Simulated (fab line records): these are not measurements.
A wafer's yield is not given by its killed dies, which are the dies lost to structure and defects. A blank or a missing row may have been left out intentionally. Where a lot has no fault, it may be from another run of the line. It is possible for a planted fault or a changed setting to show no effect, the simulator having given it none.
Tool commonality check | flow sky130 | Sampled: 11 lots, 33 wafers

THE REASON FOR OPENING IT
Flagged at SKY_SONOS_ONO_CD_MEAS_13: reading cd nm, on 1 of 11 lots. No-fault wafers: 409.9 nm, standard deviation 2.1.
Rule: a lot is flagged in two cases, either no wafer of it has a number, or all its wafers with numbers fall more than 4 standard deviations from that mean. The rest of the lots are taken to be sound.

lot  | measured     | on        | cd nm (nm), wafer by wafer | flag
L706 | day 14 05:10 | cd sem-01 | 412.1 411.5 413.4          |
L709 | day 15 02:56 | cd sem-02 | 410.4 411.1 412.5          |
L710 | day 15 19:24 | cd sem-01 | 408.0 413.0 407.5          |
L712 | day 16 00:07 | cd sem-02 | 410.5 411.4 411.0          |
L711 | day 16 00:27 | cd sem-02 | 408.1 407.9 408.1          |
L713 | day 16 01:41 | cd sem-01 | 408.7 408.9 407.3          |
L714 | day 16 14:11 | cd sem-02 | 410.5 410.1 408.9          |
L718 | day 17 16:16 | cd sem-01 | 359.1 312.0 269.7          | FLAGGED
L719 | day 17 20:49 | cd sem-02 | 411.7 410.6 412.2          |
L720 | day 18 04:01 | cd sem-01 | 409.5 410.7 408.1          |
L727 | day 20 13:43 | cd sem-01 | 407.1 409.3 410.0          |
On average the flagged lots' numbers are 313.6 nm, which is -96.3 nm against the usual, or -46 standard deviations.

WHICH TOOL EACH LOT WENT THROUGH
Before the reading, the record contains 2 process steps out of a 708-step route. Each cell gives the tool, then ch followed by the chambers the sampled wafers passed through, then the start.
lot  | flag    | SKY_FIELD_ISO_STRIP_16              | SKY_SONOS_ONO_EXPOSE_10
L706 |         | plasma asher-01 ch 0,1, day 2 16:47 | iline stepper-02 ch 0, day 13 16:22
L709 |         | plasma asher-03 ch 0,1, day 3 07:21 | iline stepper-01 ch 0, day 14 15:06
L710 |         | plasma asher-04 ch 0,1, day 3 18:38 | iline stepper-02 ch 0, day 15 05:59
L712 |         | plasma asher-01 ch 0,1, day 4 02:23 | iline stepper-02 ch 0, day 15 10:04
L711 |         | plasma asher-03 ch 0,1, day 3 17:58 | iline stepper-01 ch 0, day 15 10:22
L713 |         | plasma asher-04 ch 0,1, day 4 02:44 | iline stepper-02 ch 0, day 15 11:48
L714 |         | plasma asher-04 ch 0,1, day 4 10:38 | iline stepper-02 ch 0, day 16 00:17
L718 | FLAGGED | plasma asher-04 ch 0,1, day 5 13:12 | iline stepper-02 ch 0, day 17 02:16
L719 |         | plasma asher-03 ch 0,1, day 5 13:34 | iline stepper-01 ch 0, day 17 07:26
L720 |         | plasma asher-04 ch 0,1, day 5 20:11 | iline stepper-01 ch 0, day 17 13:40
L727 |         | plasma asher-01 ch 0,1, day 7 09:05 | iline stepper-02 ch 0, day 19 22:42
These steps, and what they do:
- SKY_FIELD_ISO_STRIP_16: strips in O2/N2.
- SKY_SONOS_ONO_EXPOSE_10: exposes mask ONOM, target cd 410 nm.
- SKY_SONOS_ONO_CD_MEAS_13: target cd 410 nm.

FLAGGED AGAINST TOTAL, ONE TOOL AT A TIME (gauges that did the reading follow at the end)
step                     | tool             | lots run | flagged | share of the flagged lots | sound lots run after its first flagged lot
SKY_FIELD_ISO_STRIP_16   | plasma asher-01  | 3        | 0       | none                      | -
SKY_FIELD_ISO_STRIP_16   | plasma asher-03  | 3        | 0       | none                      | -
SKY_FIELD_ISO_STRIP_16   | plasma asher-04  | 5        | 1       | all                       | 1 (L720)
SKY_SONOS_ONO_EXPOSE_10  | iline stepper-01 | 4        | 0       | none                      | -
SKY_SONOS_ONO_EXPOSE_10  | iline stepper-02 | 7        | 1       | all                       | 1 (L727)
SKY_SONOS_ONO_CD_MEAS_13 | cd sem-01        | 6        | 1       | all                       | 2 (L720,L727)
SKY_SONOS_ONO_CD_MEAS_13 | cd sem-02        | 5        | 0       | none                      | -

WHAT IS ALLOWED BY THE TABLE
All flagged lots were run by 3 table rows, namely plasma asher-04 at SKY_FIELD_ISO_STRIP_16, iline stepper-02 at SKY_SONOS_ONO_EXPOSE_10, cd sem-01 at SKY_SONOS_ONO_CD_MEAS_13.
- plasma asher-04 at SKY_FIELD_ISO_STRIP_16: 1 of its 5 lots flagged. Lots that were sound ran on it after the first flagged one (L720); a persistent fault on the entire tool would not allow that.
- iline stepper-02 at SKY_SONOS_ONO_EXPOSE_10: 1 of its 7 lots flagged. Lots that were sound ran on it after the first flagged one (L727); a persistent fault on the entire tool would not allow that. Its own readings lie more than 4 standard deviations out on every wafer of the flagged lots: exposure dose mJ cm2.
- cd sem-01 at SKY_SONOS_ONO_CD_MEAS_13: 1 of its 6 lots flagged. Lots that were sound ran on it after the first flagged one (L720, L727); a persistent fault on the entire tool would not allow that.
Not one row of the table ran every flagged lot while running no sound lot after the first.

WHAT THE SIMULATOR HAD INSERTED
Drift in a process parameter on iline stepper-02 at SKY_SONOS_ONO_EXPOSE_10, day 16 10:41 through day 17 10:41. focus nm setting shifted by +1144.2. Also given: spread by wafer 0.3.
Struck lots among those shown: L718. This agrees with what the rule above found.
